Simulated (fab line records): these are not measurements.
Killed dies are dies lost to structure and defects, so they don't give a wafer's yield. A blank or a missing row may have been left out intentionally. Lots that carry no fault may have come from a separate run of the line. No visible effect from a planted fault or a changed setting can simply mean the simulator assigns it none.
Problem report, 8D (eight disciplines) form, completed by code || flow sky130 || the parts of the form that need people (team, actions taken, sign-off) are left out

== 1. PROBLEM STATEMENT ==
RES_XHIGH_TW at SKY_RES_XHIGH_TW_MEAS_09 reads a mean of 30 on 3 wafers of 1 lot; wafers without a fault read 1639 with a standard deviation of 16. That is -99 or more standard deviations from the usual mean.
Earliest sighting: wafer L432.3 on film-metro-04 at day 33 03:40. The record holds 39 wafers of 13 lots with a number at this step. Rule for "out" (also "out of limits"): further than 4 standard deviations from the usual mean. The other wafers with a number count as sound.

== 2. WHAT IT IS, WHAT IT ISN'T ==
{"question": "which readings at this step", "is": "RES_XHIGH_TW", "is not": "-"}
{"question": "which lots", "is": "L432", "is not": "L414, L415, L416, L417, L419, L422, L423, L424, L425, L428, L431, L437"}
{"question": "which wafers of those lots", "is": "all that have a number", "is not": "-"}
{"question": "read on which gauges", "is": "film-metro-04", "is not": "film-metro-01, film-metro-03"}
{"question": "when", "is": "from day 33 03:40", "is not": "up to then (30 sound wafers); but 6 sound wafers of L431, L437 came after"}

== 3. SUSPECTS, AND WHAT RULES EACH OUT ==
Counting: any tool at a process step up to the reading is kept as a suspect provided that every lot that is out went through it and no sound lot did after the first of them.
- ruled out: the gauge at SKY_RES_XHIGH_TW_MEAS_09. All the wafers that are out were read on film-metro-04, but those of them that SKY_SD_P_STRIP_10 has rows for are out there too, on other tools.
- plasma-asher-04 at SKY_SD_P_STRIP_10 (strips in O2/N2): kept. It ran the lot that is out, L432 (day 31 23:20), and no sound lot after that; its last sound lot up to then is L416 (day 26 09:33). On those wafers its own readings are out: oes-product-au.
- plasma-asher-03 at SKY_RES_XHIGH_STRIP_08 (strips in O2/N2): kept. It ran the lot that is out, L432 (day 33 03:35), and no sound lot after that; its last sound lot up to then is L424 (day 30 19:39). On those wafers its own readings are out: strip-time-to-endpoint-s.
The count leaves plasma-asher-03 at SKY_RES_XHIGH_STRIP_08 and plasma-asher-04 at SKY_SD_P_STRIP_10.

== 4. THE CAUSE (what the simulator had put in) ==
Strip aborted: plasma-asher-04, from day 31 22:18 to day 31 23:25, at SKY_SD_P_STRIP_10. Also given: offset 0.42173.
Counting leaves 2 suspects; this tool is one of them.

== 5. THE CHAIN OF EFFECTS, in route order ==
Each row: a reading where the mean over the struck wafers with a number is more than 3 standard deviations away from the usual. Only readings for which the record gives a usual standard deviation are gone through. hours: the time from each lot's start at the first step in this table that gives one to its start at this step, as a median over the lots. sigmas: the change in usual standard deviations.
{"hours": 0, "step": "SKY_SD_P_STRIP_10", "reading": "oes-product-au", "usual": "0.617 a.u.", "on struck wafers": 0.783, "change": "+0.166", "sigmas": "+36"}
{"hours": 28, "step": "SKY_RES_XHIGH_STRIP_08", "reading": "strip-time-to-endpoint-s", "usual": "14.366 s", "on struck wafers": 16.715, "change": "+2.349", "sigmas": "+99 or more"}
{"hours": 28, "step": "SKY_RES_XHIGH_TW_MEAS_09", "reading": "RES_XHIGH_TW", "usual": 1639, "on struck wafers": 30, "change": -1609, "sigmas": "-99 or more"}
It contains these process steps:
- SKY_SD_P_STRIP_10: strips in O2/N2.
- SKY_RES_XHIGH_STRIP_08: strips in O2/N2.
Readings that are blank on the struck wafers while sound wafers have them: strip-time-to-endpoint-s at SKY_SD_P_STRIP_10.

== 6. HOW IT WOULD HAVE BEEN CAUGHT EARLIER ==
29 hours passed between the start of the fault at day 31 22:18 and the first reading out of limits at a measuring or inspecting step in this record, taken at day 33 03:40.
The tool's own readings at SKY_SD_P_STRIP_10 were out on every struck wafer that the step has a row for (oes-product-au): an alarm limit on them would have fired on the first of those.
Each of the lots that are out, 1 in all, had begun SKY_SD_P_STRIP_10 on plasma-asher-04 no later than day 33 03:40. Tool hold at that time: it would have spared none of them.
